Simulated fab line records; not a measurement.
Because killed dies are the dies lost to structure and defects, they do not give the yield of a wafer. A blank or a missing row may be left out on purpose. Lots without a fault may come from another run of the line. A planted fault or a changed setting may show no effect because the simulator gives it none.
Chamber matching / flow gf180mcu / pecvd-03 running GF_V5_CVD_02: 3 sister chambers
The step deposits SiO2 from TEOS, target thk 1450 nm, time 163.28 s. 3 wafers are shown with their chamber, then 7 later ones without.

== WAFERS, EACH WITH ITS CHAMBER ==
wafer=L885.4; chamber=2; heaterPowerOuterW (W)=424
wafer=L886.4; chamber=0; heaterPowerOuterW (W)=440
wafer=L886.5; chamber=1; heaterPowerOuterW (W)=385

== WAFERS WITHOUT THEIR CHAMBER ==
wafer=L886.6; heaterPowerOuterW (W)=448
wafer=L889.1; heaterPowerOuterW (W)=444
wafer=L889.4; heaterPowerOuterW (W)=363
wafer=L889.6; heaterPowerOuterW (W)=341
wafer=L891.2; heaterPowerOuterW (W)=345
wafer=L891.5; heaterPowerOuterW (W)=392
wafer=L891.6; heaterPowerOuterW (W)=448

== WHICH CHAMBER EACH ONE RAN IN ==
wafer=L886.6; from the rows above=can't be placed: 0 or 2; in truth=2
wafer=L889.1; from the rows above=can't be placed: 0 or 2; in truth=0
wafer=L889.4; from the rows above=can't be placed: 1 or 2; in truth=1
wafer=L889.6; from the rows above=can't be placed: 1 or 2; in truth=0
wafer=L891.2; from the rows above=can't be placed: 1 or 2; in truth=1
wafer=L891.5; from the rows above=can't be placed: 1 or 2 or 0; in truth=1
wafer=L891.6; from the rows above=can't be placed: 0 or 2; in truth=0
Correct placement for 0 of the 7. Not placeable from these rows: 7 (in 6, the candidates include the true chamber). 0 placed wrongly.
How it was worked out, from the rows above alone: a wafer's distance from a chamber is the root of the sum, over the readings, of the square of ((its reading less the chamber's mean) divided by the reading's scatter). If the next closest chamber is less than 2 further off than the closest, the wafer can't be placed; otherwise it belongs to the closest. The mean given for a chamber averages the wafers shown for that chamber. The scatter: with one shown wafer a chamber, the root of the mean of the squares of how far each hidden wafer lies from its nearest shown one.
